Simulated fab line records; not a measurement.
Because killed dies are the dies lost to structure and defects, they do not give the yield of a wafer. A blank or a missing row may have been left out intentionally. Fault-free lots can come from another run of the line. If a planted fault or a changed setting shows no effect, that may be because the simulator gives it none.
Split-lot trial ; flow sky130 ; 23 wafers read from 5 lots, route of 708 steps

THE SPLIT ITSELF
At SKY_POLY_GATE_IMPLANT_02, the setting energyKev was moved away from the recipe's 30 on 5 of the 23 wafers read, by -2.3% to +3.2%. This setting was run at the recipe's value on the other wafers.

The reading comes from the split's own step.

THE READING
In nm, at SKY_POLY_GATE_IMPLANT_02: implant.drpNm, which is the simulator's own figure and was read by no gauge. No usual value for it is given in the file.

wafer;tool, chamber at the split;energyKev as run;against the recipe;implant.drpNm, nm;against lot-mates on the recipe
L076.2;implanter-04, 0;30;recipe;16.6;-
L076.3;implanter-04, 0;30;recipe;16.6;-
L076.4;implanter-04, 0;30;recipe;16.6;-
L080.1;implanter-04, 0;30;recipe;16.6;-
L080.6;implanter-04, 0;30;recipe;16.6;-
L080.2;implanter-04, 0;29.31;-2.3%;16.37;-0.23
L080.3;implanter-04, 0;29.31;-2.3%;16.37;-0.23
L080.4;implanter-04, 0;29.31;-2.3%;16.37;-0.23
L081.1;implanter-02, 0;30;recipe;16.6;-
L081.2;implanter-02, 0;30;recipe;16.6;-
L081.3;implanter-02, 0;30;recipe;16.6;-
L081.4;implanter-02, 0;30;recipe;16.6;-
L081.5;implanter-02, 0;30;recipe;16.6;-
L082.1;implanter-04, 0;30.97;+3.2%;17.05;+0.45
L082.6;implanter-04, 0;30.97;+3.2%;17.05;+0.45
L082.2;implanter-04, 0;30;recipe;16.6;-
L082.3;implanter-04, 0;30;recipe;16.6;-
L082.4;implanter-04, 0;30;recipe;16.6;-
L083.2;implanter-03, 0;30;recipe;16.6;-
L083.3;implanter-03, 0;30;recipe;16.6;-
L083.4;implanter-03, 0;30;recipe;16.6;-
L083.5;implanter-03, 0;30;recipe;16.6;-
L083.6;implanter-03, 0;30;recipe;16.6;-

FIT RESULTS
A straight line over all 23 wafers: implant.drpNm changes by +0.122 nm for each +1% of energyKev; r = +0.99; the points scatter about the line by 0.023 nm.
The same after taking each lot's own level away (the mean of its wafers on the recipe; 23 wafers): +0.122 nm for each +1%; r = +0.99; scatter 0.023 nm.
That fit puts the effect of the largest move of energyKev on the reading at 0.4 nm.
The lots' own levels span 16.600 to 16.600 nm.
The two slopes agree, so the slope changes little with the lot-to-lot level.
Check: with one of the wafers moved furthest among these (+3.2%) left out of the fit, the line predicts +0.386 nm for it against its lot-mates. Against them it came out at +0.45 nm.

OTHER SPLITS APPLIED TO THESE WAFERS
Note: prior to the reading, these wafers also went through further splits. Each is held against what the fit with the lots' levels taken away leaves over:
other split on the same wafers;wafers away from the commonest value;r with implant.drpNm (lot level and that fit taken away)
SKY_SONOS_TUNNEL_EXPOSE_04 doseMj;11;+0.14
SKY_SONOS_ONO_CVD_02 pressureMtorr;10;+0.12
SKY_SONOS_ONO_EXPOSE_10 doseMj;11;+0.61
SKY_SONOS_ONO_ETCH_15 timeS;9;-0.55

THE WHOLE CHAIN: every reading that the file lists as answering this split, in the file's order
step;what it does;reading;change (the file's fit);r (the file's)
SKY_POLY_GATE_IMPLANT_02;;implant.drpNm (the simulator's own value, which no gauge read);+0.126 nm for each +1% of the setting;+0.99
SKY_RES_PROTECT_STRIP_07;strips in O2/N2;stripTimeToEndpointS;withheld for each +1% of the setting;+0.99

FILE'S OWN FIT
implant.drpNm changes by +0.126 nm for each +1% of energyKev, r = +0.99.
